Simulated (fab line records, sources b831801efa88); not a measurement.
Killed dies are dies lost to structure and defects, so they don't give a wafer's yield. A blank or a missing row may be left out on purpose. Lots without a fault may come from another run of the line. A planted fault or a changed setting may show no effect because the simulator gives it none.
Problem report in the 8D (eight disciplines) form, filled by code | flow sky130 | the parts of the form that need people (team, actions taken, sign-off) are left out

1. THE PROBLEM
tilt_deg at SKY_LDD_N_IMPLANT_12 reads a mean of -0.009 degrees on 6 wafers of 2 lots; wafers without a fault read 29.998 degrees with a standard deviation of 0.019. That is -99 or more standard deviations from the usual mean.
First seen on wafer L472.2, day 24 21:12, on implanter-01. The record holds 18 wafers of 6 lots with a number at this step. Rule for "out", or "out of limits": more than 4 standard deviations from the usual mean. The other wafers with a number count as sound.

2. WHAT IT IS AND WHAT IT IS NOT
question                    | is                     | is not
which readings at this step | tilt_deg               | -
which lots                  | L472, L473             | L463, L465, L474, L475
which wafers of those lots  | all that have a number | -
read on which tools         | implanter-01           | implanter-02
when                        | from day 24 21:12      | up to then (6 sound wafers); but 6 sound wafers of L474, L475 came after

3. SUSPECTS, AND WHAT RULES EACH OUT
Counting: a tool at a process step up to the reading stays a suspect if it ran every lot that is out and no sound lot after the first of them.
- implanter-01 at SKY_LDD_N_IMPLANT_12: kept. It ran every lot that is out, first L472 (day 24 21:12), and no sound lot after that; its last sound lot up to then is L465 (day 22 17:28). Its own readings are out on those wafers: tilt_deg.
Left after counting: implanter-01 at SKY_LDD_N_IMPLANT_12.

4. THE CAUSE (what the simulator had put in)
Process parameter drift: implanter-01, from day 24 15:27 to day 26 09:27, at SKY_LDD_N_IMPLANT_12. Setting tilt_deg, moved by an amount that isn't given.
Counting left only this tool.

5. THE CHAIN OF EFFECTS, in route order
Each row: a reading whose mean over the struck wafers that have a number lies more than 3 standard deviations from the usual. Only readings for which the record gives a usual standard deviation are gone through. hours: the time from each lot's start at the first step in this table that gives one to its start at this step, as a median over the lots. sigmas: the change in usual standard deviations.
hours | step                 | reading  | usual          | on struck wafers | change  | sigmas
0     | SKY_LDD_N_IMPLANT_12 | tilt_deg | 29.998 degrees | -0.009           | -30.007 | -99 or more
The process steps in it:
- SKY_LDD_N_IMPLANT_12

6. WHAT WOULD HAVE CAUGHT IT SOONER
In this record the first reading out of limits was taken at day 24 21:12, 6 hours after the fault began at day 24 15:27.
